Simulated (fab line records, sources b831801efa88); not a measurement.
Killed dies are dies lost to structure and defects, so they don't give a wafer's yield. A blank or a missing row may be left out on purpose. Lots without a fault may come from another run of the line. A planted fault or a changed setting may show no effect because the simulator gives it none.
Split-lot experiment | flow gf180mcu | 5 lots, 23 wafers read, on a route of 602 steps

THE SPLIT
At GF_V3_CVD_02 (deposits SiO2 from TEOS, target thk 850 nm, time 94.851 s), the setting time_s was moved away from the recipe's 94.851 s on 7 of the 23 wafers read, by -13.1% to -8.3%. The other wafers ran this setting at the recipe's value.

The file shows no step between the split and the reading.

THE READING
V3_CVD_02_THK, in nm, at GF_V3_THK_MEAS_03. Fault-free wafers of this fab line usually give 846 nm, standard deviation 11 nm.

wafer  | tool, chamber at the split | time_s as run, s | against the recipe | V3_CVD_02_THK, nm | against lot-mates on the recipe
L074.1 | pecvd-04, 2                | 85.76            | -9.6%              | 761               | -76
L074.2 | pecvd-04, 0                | 94.851           | recipe             | 835               | -
L074.3 | pecvd-04, 1                | 94.851           | recipe             | 839               | -
L074.5 | pecvd-04, 0                | 85.76            | -9.6%              | 768               | -69
L074.6 | pecvd-04, 1                | 85.76            | -9.6%              | 766               | -71
L077.2 | pecvd-04, 2                | 94.851           | recipe             | 831               | -
L077.3 | pecvd-04, 1                | 94.851           | recipe             | 827               | -
L077.4 | pecvd-04, 1                | 94.851           | recipe             | 843               | -
L077.5 | pecvd-04, 0                | 94.851           | recipe             | 845               | -
L077.6 | pecvd-04, 2                | 94.851           | recipe             | 849               | -
L079.1 | pecvd-01, 1                | 94.851           | recipe             | 851               | -
L079.2 | pecvd-01, 0                | 82.45            | -13.1%             | 739               | -115
L079.3 | pecvd-01, 2                | 94.851           | recipe             | 855               | -
L079.4 | pecvd-01, 0                | 94.851           | recipe             | 856               | -
L079.5 | pecvd-01, 1                | 82.45            | -13.1%             | 758               | -96
L080.1 | pecvd-04, 0                | 87.01            | -8.3%              | 769               | -80
L080.2 | pecvd-04, 1                | 87.01            | -8.3%              | 763               | -86
L080.3 | pecvd-04, 2                | 94.851           | recipe             | 839               | -
L080.4 | pecvd-04, 2                | 94.851           | recipe             | 857               | -
L080.6 | pecvd-04, 0                | 94.851           | recipe             | 850               | -
L082.1 | pecvd-04, 1                | 94.851           | recipe             | 832               | -
L082.3 | pecvd-04, 0                | 94.851           | recipe             | 831               | -
L082.5 | pecvd-04, 1                | 94.851           | recipe             | 847               | -

THE FIT
A straight line over all 23 wafers: V3_CVD_02_THK changes by +7.88 nm for each +1% of time_s; r = +0.97; the points scatter about the line by 10 nm.
The same after taking each lot's own level away (the mean of its wafers on the recipe; 23 wafers): +8.18 nm for each +1%; r = +0.98; scatter 8.5 nm.
On that fit, the largest move of time_s shifts the reading by 1.1e+02 nm.
The lots' own levels span 836.7 to 854.0 nm, that is 1.6 times the standard deviation above.
So the lot-to-lot level changes the slope little: the two slopes agree.
Check: with one of the wafers moved furthest among these (-13.1%) left out of the fit, the line predicts -105 nm for it against its lot-mates. It came out at -115 nm against them.

OTHER SPLITS ON THESE WAFERS
These wafers also went through other splits before the reading. Each is held against what the fit with the lots' levels taken away leaves over:
other split on the same wafers       | wafers away from the commonest value | r with V3_CVD_02_THK (lot level and that fit taken away)
GF_CONTACT_CVD_00 sih4_flow_sccm     | 12                                   | +0.25
GF_CONTACT_CMP_04 leave_above_ref_nm | 5                                    | -0.15
GF_CONTACT_ETCH_16 ion_energy_ev     | 8                                    | +0.20
GF_V1_CMP_26 t_overpolish_s          | 5                                    | +0.20
GF_M2_EXPOSE_11 dose_mj              | 11                                   | +0.36
GF_V2_COAT_09 resist_thk_nm          | 8                                    | -0.18
GF_V2_PEB_12 peb_temp_c              | 9                                    | +0.12
GF_V2_SPUTTER_22 time_s              | 8                                    | -0.37
GF_M3_SPUTTER_01 power_w             | 9                                    | +0.27

THE WHOLE CHAIN: every reading that the file lists as answering this split, in the file's order
step              | what it does                                              | reading                                                                   | change (the file's fit)             | r (the file's)
GF_V3_CVD_02      | deposits SiO2 from TEOS, target thk 850 nm, time 94.851 s | SiO2_of_V3_CVD_02.thk_nm (the simulator's own value, which no gauge read) | +8.3 nm for each +1% of the setting | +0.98
GF_V3_THK_MEAS_03 |                                                           | V3_CVD_02_THK                                                             | +8.31 for each +1% of the setting   | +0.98

THE FILE'S OWN FIT
V3_CVD_02_THK changes by +8.31 nm for each +1% of time_s, r = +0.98.
